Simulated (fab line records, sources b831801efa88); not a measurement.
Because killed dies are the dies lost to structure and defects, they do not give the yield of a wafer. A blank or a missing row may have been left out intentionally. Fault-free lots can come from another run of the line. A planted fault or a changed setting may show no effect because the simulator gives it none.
A single fault, viewed from 2 desks ; flow gf180mcu ; numbers are kept per desk, each desk with only its own; the story behind them comes last

== THE METROLOGY DESK ==
What the gauges read, lot by lot, whatever tool the lot ran on: means of the sampled wafers that have a number. If a lot's mean is further than 4 standard deviations from the usual mean, the lot is out of limits and carries the mark OUT (the distance appears in the brackets).
Columns: A = V1_CVD_02_THK at GF_V1_THK_MEAS_03, usual 853 nm; B = V1_W_THK at GF_V1_THK_MEAS_25, usual 360 nm
lot;first seen here;A;B
L808;day 16 20:52;860;363
L810;day 17 21:32;855;360
L811;day 18 00:43;839;356
L812;day 18 17:17;864;358
L813;day 18 23:36;858;358
L814;day 19 02:23;853;358
L815;day 20 01:31;863;357
L816;day 20 02:48;860;362
L817;day 20 09:13;848;356
L820;day 21 16:47;852;356
L827;day 24 00:42;842;360
L828;day 24 05:33;855;356
L829;day 24 15:56;839;364
L831;day 25 07:50;859;360
Finding of this desk: none of the 14 lots has anything out of limits.

== DESK OF THE TOOL OWNER: litho track-03 ==
The tool's own readings at GF_MVSD_SOFTBAKE_03, given as means over the sampled wafers that have a number, one for each lot that went through this tool. If a lot's mean is further than 4 standard deviations from the usual mean, the lot is out of limits and carries the mark OUT (the distance appears in the brackets).
Columns: A = heater power total W at GF_MVSD_SOFTBAKE_03, usual 65.32 W; B = plate temp C at GF_MVSD_SOFTBAKE_03, usual 110.02 C
lot;first seen here;A;B
L808;day 3 22:41;65.35;110.11
L812;day 5 01:50;65.44;110.06
L813;day 5 07:11;65.15;109.89
L814;day 5 10:05;65.32;110.03
L816;day 6 01:25;65.33;110.23
L817;day 6 06:20;66.56 (+9.5) OUT;111.42 (+9.4) OUT
L820;day 6 23:29;66.53 (+9.3) OUT;111.60 (+11) OUT
This desk's finding: out of limits on L817, L820; first on L817, day 6 06:20 (heater power total W at GF_MVSD_SOFTBAKE_03). In limits: L808, L812, L813, L814, L816.

== ALL TOGETHER ==
On L817, L820, at day 6 06:20, an alarm was possible from the tool owner's desk.
The metrology desk saw nothing out of limits.
The metrology desk has L817, L820 on record, within its limits.
Every lot named ran GF_MVSD_SOFTBAKE_03 on litho track-03.

== WHAT HAD BEEN PUT IN BY THE SIMULATOR ==
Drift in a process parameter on litho track-03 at GF_MVSD_SOFTBAKE_03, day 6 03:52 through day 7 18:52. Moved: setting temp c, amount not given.
Struck lots among those shown: L817, L820.
How many hours passed from the start of the fault until each desk's first out-of-limits reading: the tool owner's desk, 2.
